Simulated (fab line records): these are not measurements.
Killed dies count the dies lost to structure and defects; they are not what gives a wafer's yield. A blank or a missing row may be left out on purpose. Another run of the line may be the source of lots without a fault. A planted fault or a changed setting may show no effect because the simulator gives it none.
2 desks, one fault + flow sky130 + what lay behind the numbers comes last; until then each desk has only its own

## THE TOOL OWNER'S DESK: hdpcvd-01
The tool's own readings at SKY_VIA4_HDPCVD_00 (deposits SiO2, target thk 1750 nm, time 291.7 s): means of the sampled wafers that have a number, for each lot that ran on this tool. If a lot's mean is further than 4 standard deviations from the usual mean, the lot is out of limits and carries the mark OUT (the distance appears in the brackets).
Columns: A = sih4_flow_sccm at SKY_VIA4_HDPCVD_00, usual 60.00 sccm
| lot  | first seen here | A                       |
|------|-----------------|-------------------------|
| L595 | day 42 23:43    | 59.90                   |
| L603 | day 44 20:15    | 59.90                   |
| L604 | day 44 23:22    | 60.07                   |
| L605 | day 45 06:21    | 59.99                   |
| L606 | day 45 08:41    | 90.02 (+99 or more) OUT |
| L607 | day 45 19:19    | 89.97 (+99 or more) OUT |
Finding of this desk: L606, L607 out of limits; the first was L606 at day 45 08:41, on sih4_flow_sccm at SKY_VIA4_HDPCVD_00. L595, L603, L604, L605 stayed within limits.

## METROLOGY DESK
Lot by lot, what the gauges showed, no matter which tool ran the lot: averages of those sampled wafers that carry a number. If a lot's mean is further than 4 standard deviations from the usual mean, the lot is out of limits and carries the mark OUT (the distance appears in the brackets).
Columns: A = METAL3_OVL at SKY_METAL3_OVL_MEAS_14, usual -3 nm; B = VIA4_HDPCVD_THK at SKY_VIA4_THK_MEAS_01, usual 1748 nm
| lot  | first seen here | A   | B              |
|------|-----------------|-----|----------------|
| L595 | day 39 16:55    | 4   | 1752           |
| L597 | day 39 23:01    | -10 | 1762           |
| L599 | day 40 08:37    | -4  | 1739           |
| L598 | day 40 08:58    | -1  | 1737           |
| L601 | day 41 04:48    | 1   | 1748           |
| L603 | day 41 16:42    | 0   | 1771           |
| L604 | day 41 19:46    | -1  | 1758           |
| L605 | day 42 03:25    | -11 | 1770           |
| L606 | day 42 05:54    | -4  | 2619 (+51) OUT |
| L607 | day 42 17:09    | -1  | 2630 (+52) OUT |
| L608 | day 43 11:55    | -3  | 1744           |
| L611 | day 44 13:40    | -8  | 1749           |
Per this desk, out of limits: L606, L607; the first was L606, day 45 08:52 (VIA4_HDPCVD_THK at SKY_VIA4_THK_MEAS_01). L595, L597, L599, L598, L601, L603, L604, L605, L608, L611 stayed within limits.

## PUT TOGETHER
At day 45 08:41, on L606, L607, the tool owner's desk was in a position to raise an alarm.
Metrology desk: alarm possible at day 45 08:52 on L606, L607.
All the named lots went through SKY_VIA4_HDPCVD_00 on hdpcvd-01.

## WHAT THE SIMULATOR PUT IN
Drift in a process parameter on hdpcvd-01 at SKY_VIA4_HDPCVD_00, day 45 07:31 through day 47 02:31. The setting sih4_flow_sccm was moved by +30, starting from 60. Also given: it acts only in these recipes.
Shown lots that were struck: L606, L607.
Time in hours from fault onset to the first out-of-limits reading at each desk: tool owner's desk 1, metrology desk 1.
